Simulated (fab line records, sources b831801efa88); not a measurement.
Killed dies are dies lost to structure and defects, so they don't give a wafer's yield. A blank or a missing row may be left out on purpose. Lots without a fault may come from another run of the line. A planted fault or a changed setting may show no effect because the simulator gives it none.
Tool commonality check | flow gf180mcu | 11 lots, 33 wafers sampled

WHY IT WAS OPENED
At GF_V1_THK_MEAS_03 the reading V1_CVD_02_THK is flagged on 2 of 11 lots. Wafers without a fault read 850 nm, standard deviation 12.
Rule: a lot is flagged when every wafer of it that has a number lies more than 4 standard deviations from that mean, or none has a number. The other lots count as sound.

lot  | measured     | on            | V1_CVD_02_THK (nm), wafer by wafer | flag
L311 | day 17 10:10 | film_metro-02 | 843 856 854                        |
L315 | day 18 21:01 | film_metro-02 | 839 823 861                        |
L317 | day 19 15:53 | film_metro-03 | 845 851 859                        |
L316 | day 19 17:51 | film_metro-02 | 835 832 834                        |
L319 | day 20 11:53 | film_metro-03 | 959 983 975                        | FLAGGED
L321 | day 21 07:40 | film_metro-02 | 982 979 988                        | FLAGGED
L325 | day 22 15:22 | film_metro-02 | 842 825 837                        |
L329 | day 23 22:29 | film_metro-01 | 847 858 863                        |
L330 | day 24 03:44 | film_metro-02 | 858 854 856                        |
L332 | day 24 20:36 | film_metro-02 | 850 858 859                        |
L333 | day 25 13:02 | film_metro-01 | 845 832 841                        |
The numbers of the flagged lots are 978 nm on average: +128 nm against the usual, or +11 standard deviations.

WHICH TOOL RAN EACH LOT
The record holds 3 process steps before the reading, out of a route of 602 steps. In each cell: the tool, then ch and the chambers that the sampled wafers went through, then the start.
lot  | flag    | GF_CONTACT_ETCH_16                 | GF_M1_SPUTTER_02             | GF_V1_CVD_02
L311 |         | rie_diel-04 ch 0,1,3, day 16 11:17 | pvd_sputter-02, day 16 12:40 | pecvd-04 ch 0,2, day 17 10:04
L315 |         | rie_diel-04 ch 0,2,3, day 17 18:36 | pvd_sputter-04, day 17 20:00 | pecvd-01 ch 0,1,2, day 18 20:56
L317 |         | rie_diel-04 ch 1,2,3, day 18 13:27 | pvd_sputter-02, day 18 14:50 | pecvd-01 ch 1,2, day 19 15:49
L316 |         | rie_diel-04 ch 0,1,3, day 18 16:05 | pvd_sputter-01, day 18 17:22 | pecvd-03 ch 0,1,2, day 19 17:47
L319 | FLAGGED | rie_diel-04 ch 0,1,2, day 19 09:18 | pvd_sputter-02, day 19 10:35 | pecvd-01 ch 0,2, day 20 11:47
L321 | FLAGGED | rie_diel-04 ch 1,2,3, day 20 05:11 | pvd_sputter-04, day 20 06:28 | pecvd-01 ch 0,1,2, day 21 07:35
L325 |         | rie_diel-04 ch 0,2,3, day 21 13:50 | pvd_sputter-01, day 21 15:07 | pecvd-03 ch 1,2, day 22 15:17
L329 |         | rie_diel-03 ch 0,3, day 22 21:44   | pvd_sputter-01, day 22 23:00 | pecvd-03 ch 0,1,2, day 23 22:26
L330 |         | rie_diel-04 ch 0,1, day 23 02:50   | pvd_sputter-04, day 23 04:07 | pecvd-01 ch 0,1,2, day 24 03:40
L332 |         | rie_diel-04 ch 0,2,3, day 23 19:38 | pvd_sputter-01, day 23 21:00 | pecvd-01 ch 1,2, day 24 20:31
L333 |         | rie_diel-02 ch 0,1,3, day 24 13:11 | pvd_sputter-02, day 24 14:27 | pecvd-03 ch 0,1,2, day 25 12:58
What these steps do:
- GF_CONTACT_ETCH_16: etches BARC in N2/H2.
- GF_M1_SPUTTER_02: material AlCu, target thk 450 nm, time 23.9 s.
- GF_V1_CVD_02: deposits SiO2 from TEOS, target thk 850 nm, time 94.851 s.
- GF_V1_THK_MEAS_03

FLAGGED OVER TOTAL, TOOL BY TOOL (the gauges that took the reading come last)
step               | tool           | lots run | flagged | share of the flagged lots | sound lots run after its first flagged lot
GF_CONTACT_ETCH_16 | rie_diel-02    | 1        | 0       | none                      | -
GF_CONTACT_ETCH_16 | rie_diel-03    | 1        | 0       | none                      | -
GF_CONTACT_ETCH_16 | rie_diel-04    | 9        | 2       | all                       | 3 (L325,L330,L332)
GF_M1_SPUTTER_02   | pvd_sputter-01 | 4        | 0       | none                      | -
GF_M1_SPUTTER_02   | pvd_sputter-02 | 4        | 1       | some                      | 1 (L333)
GF_M1_SPUTTER_02   | pvd_sputter-04 | 3        | 1       | some                      | 1 (L330)
GF_V1_CVD_02       | pecvd-01       | 6        | 2       | all                       | 2 (L330,L332)
GF_V1_CVD_02       | pecvd-03       | 4        | 0       | none                      | -
GF_V1_CVD_02       | pecvd-04       | 1        | 0       | none                      | -
GF_V1_THK_MEAS_03  | film_metro-01  | 2        | 0       | none                      | -
GF_V1_THK_MEAS_03  | film_metro-02  | 7        | 1       | some                      | 3 (L325,L330,L332)
GF_V1_THK_MEAS_03  | film_metro-03  | 2        | 1       | some                      | 0

WHAT THE TABLE ALLOWS
2 rows of the table ran every flagged lot: rie_diel-04 at GF_CONTACT_ETCH_16, pecvd-01 at GF_V1_CVD_02.
- rie_diel-04 at GF_CONTACT_ETCH_16: 2 of its 9 lots flagged. Sound lots ran on it after the first flagged one (L325, L330, L332), which a lasting fault on the whole tool wouldn't allow.
- pecvd-01 at GF_V1_CVD_02: 2 of its 6 lots flagged. Sound lots ran on it after the first flagged one (L330, L332), which a lasting fault on the whole tool wouldn't allow. Its own readings lie more than 4 standard deviations out on every wafer of the flagged lots: run_length_s.
No row of the table ran every flagged lot and no sound lot after the first.

WHAT THE SIMULATOR HAD PUT IN
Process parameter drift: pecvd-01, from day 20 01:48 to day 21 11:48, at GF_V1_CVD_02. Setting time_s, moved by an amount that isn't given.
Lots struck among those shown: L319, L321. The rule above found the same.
